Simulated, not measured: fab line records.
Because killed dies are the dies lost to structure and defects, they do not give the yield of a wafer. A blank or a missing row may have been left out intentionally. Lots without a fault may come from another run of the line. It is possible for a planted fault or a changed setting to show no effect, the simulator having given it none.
Struck lot and sound lot, side by side    flow sky130    14 out of 708 route steps
Sound: wafers L109.2, L109.5, L109.6. Wafers struck: L118.1, L118.3, L118.6. At the end, the cause is stated.
For every step that has rows: the tool of each side, followed by ch and its chambers, followed by its first start. Under that, the readings that differ: sound wafers    struck wafers    difference of the means    sigmas: that difference in standard deviations of wafers without a fault.
alike: same words and numbers on both sides, and readings whose means sit less than 2 such deviations apart. not compared: any withheld reading, any reading some wafer has no value for, any bound like >300 that may hide the same value, and any number with overlapping values for which the record gives no deviation.
The two part at a step that has a row with sigmas, a row that says differs or no value, or rows on one side only. Non-overlapping numbers with no deviation appear without sigmas and do not part them. A reading that every wafer of one side lacks parts them only if that side has two wafers or more.

SKY_VIA1_OVL_MEAS_13:
  sound on overlay-01 at day 35 12:53; struck on overlay-01 at day 38 06:38
  alike: VIA1_OVL
then, 1 step without rows for these wafers: SKY_VIA1_ETCH_14 (etches BARC in N2/H2, stops on SiO2, time 45.9 s, target depth 60 nm).
SKY_VIA1_ETCH_15: etches SiO2 in C4F8/O2/Ar, stops on TiN, target depth 351 nm, time 54 s.
  sound on rieDiel-01 ch 1,2, day 35 12:58; struck on rieDiel-04 ch 1,2,3, day 38 06:43
  alike: oesProductAu
  not compared: rfHoursCounterH
then, 4 steps without rows for these wafers: SKY_VIA1_STRIP_16 (strips in O2/N2); SKY_VIA1_STRIP_17 (strips in post etch residue remover, time 1200 s); SKY_VIA1_CLEAN_18 (cleans in IPA, time 180 s); SKY_VIA1_CLEAN_19 (cleans in O3/DIW).
SKY_VIA1_SPUTTER_20: material TiN, target thk 20 nm, time 80 s.
  sound on pvdSputter-03 at day 35 13:37; struck on pvdSputter-04 at day 38 07:23
  alike: cathodeDcPowerW, chamberPressurePa, throttleValvePct
SKY_VIA1_CVD_21: deposits W, target thk 270 nm, time 80.902 s.
  sound on cvdW-01 ch 0,1, day 35 13:40; struck on cvdW-01 ch 0,1, day 38 07:27
  alike: heaterPowerW
SKY_VIA1_RS_MEAS_22: measures by four-point-probe.
  sound on filmMetro-01 at day 35 13:47; struck on filmMetro-03 at day 38 07:32
  alike: VIA1_W_RS
SKY_VIA1_THK_MEAS_23: measures by xrf.
  sound on filmMetro-01 at day 35 13:53; struck on filmMetro-03 at day 38 07:40
  alike: VIA1_W_THK
SKY_VIA1_CMP_24: polishes, stops on SiO2, t overpolish 15 s, target thk 0 nm.
  sound on cmp-01 ch 0,1, day 35 13:56; struck on cmp-02 ch 0,2, day 38 07:46
  alike: motorCurrentA, overpolishRunS, timeToEndpointS
SKY_METAL2_SPUTTER_00: material Ti, target thk 15 nm, time 10 s.
  sound on pvdSputter-04 at day 35 14:14; struck on pvdSputter-02 at day 38 08:01
  no value came back on the struck wafers for cathodeDcPowerW (W), chamberPressurePa (Pa), throttleValvePct (%); on the sound wafers cathodeDcPowerW (W) reads 3000.0 3000.3 2999.4
SKY_METAL2_SPUTTER_01: material TiN, target thk 20 nm, time 16.7 s.
  sound on pvdSputter-04 at day 35 14:16; struck on pvdSputter-02 at day 38 08:02
  alike: cathodeDcPowerW, chamberPressurePa, throttleValvePct

== WHERE THEY PART ==
At SKY_METAL2_SPUTTER_00 and nowhere else, as far as this record goes. Later steps at which nothing parts them and some readings are alike: SKY_METAL2_SPUTTER_01.

WHY: what had been put in by the simulator
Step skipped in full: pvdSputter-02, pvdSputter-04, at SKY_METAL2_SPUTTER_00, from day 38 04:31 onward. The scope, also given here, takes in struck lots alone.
